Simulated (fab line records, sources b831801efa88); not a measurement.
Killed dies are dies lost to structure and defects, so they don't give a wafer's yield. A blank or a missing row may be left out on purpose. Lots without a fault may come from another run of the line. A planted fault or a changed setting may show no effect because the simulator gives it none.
Which tool did it? | flow gf180mcu | 6 lots, 18 wafers sampled, at 4 steps of a route of 602

WHAT THE GAUGES READ, wafer by wafer
GF_V1_THK_MEAS_01.
lot  | measured     | on            | V1_CVD_00_THK (nm)
L495 | day 17 16:26 | film_metro-02 | 608 615 611
L498 | day 18 19:42 | film_metro-03 | 601 596 608
L500 | day 19 13:32 | film_metro-02 | 594 614 600
L502 | day 20 04:25 | film_metro-04 | 614 612 609
L508 | day 22 12:09 | film_metro-04 | 296 296 296
L516 | day 25 02:25 | film_metro-03 | 601 598 596

WHICH TOOL RAN EACH LOT (tool, then ch and the chambers of the sampled wafers, then the start)
lot  | GF_CONTACT_ETCH_16                 | GF_CONTACT_STRIP_18                  | GF_V1_CVD_00
L495 | rie_diel-03 ch 0,3, day 16 15:55   | plasma_asher-01 ch 0,1, day 16 16:05 | hdpcvd-02 ch 0,1, day 17 16:21
L498 | rie_diel-04 ch 0,1,2, day 17 16:59 | plasma_asher-04 ch 0,1, day 17 17:09 | hdpcvd-01 ch 0,1,2, day 18 19:37
L500 | rie_diel-02 ch 1,2, day 18 10:37   | plasma_asher-04 ch 0,1, day 18 10:47 | hdpcvd-01 ch 0,2, day 19 13:26
L502 | rie_diel-04 ch 0,1, day 19 01:49   | plasma_asher-01 ch 0,1, day 19 01:59 | hdpcvd-01 ch 0,1,2, day 20 04:20
L508 | rie_diel-03 ch 1,2,3, day 21 09:50 | plasma_asher-01 ch 0,1, day 21 10:00 | hdpcvd-02 ch 0,1, day 22 12:05
L516 | rie_diel-04 ch 0,1,2, day 24 02:43 | plasma_asher-02 ch 0,1, day 24 02:53 | hdpcvd-01 ch 1,2, day 25 02:20
- GF_CONTACT_ETCH_16: etches BARC in N2/H2.
- GF_CONTACT_STRIP_18: strips in O2/N2.
- GF_V1_CVD_00: deposits SiO2, target thk 600 nm, time 100 s.

THE ANSWER, worked out from the rows above alone
Rule: what is usual is taken from the lots themselves. Put in order of their means at a reading, lots are off if they are a third of the lots or fewer, leave a main group of 4 or more, and stand apart from it by a gap of 3 or more times the standard deviation of the main group's means; of several such gaps the widest counts. A main group whose means are all the same, to the digits that the tables above print for the reading, isn't used. A lot without any number at a reading at which 4 lots or more have one is off too. The other lots that the step has rows for count as sound.
Off: L508, at GF_V1_THK_MEAS_01 (V1_CVD_00_THK). The main group: mean 605 nm, standard deviation 5.4.
A tool fits if, at a process step before that reading, it ran every lot that is off, and no sound lot after the first of them. The gauges at GF_V1_THK_MEAS_01 are tried like those tools. Can't be told from this: 4 tools fit, rie_diel-03 at GF_CONTACT_ETCH_16, plasma_asher-01 at GF_CONTACT_STRIP_18, hdpcvd-02 at GF_V1_CVD_00, film_metro-04 at GF_V1_THK_MEAS_01.

WHAT THE SIMULATOR HAD PUT IN
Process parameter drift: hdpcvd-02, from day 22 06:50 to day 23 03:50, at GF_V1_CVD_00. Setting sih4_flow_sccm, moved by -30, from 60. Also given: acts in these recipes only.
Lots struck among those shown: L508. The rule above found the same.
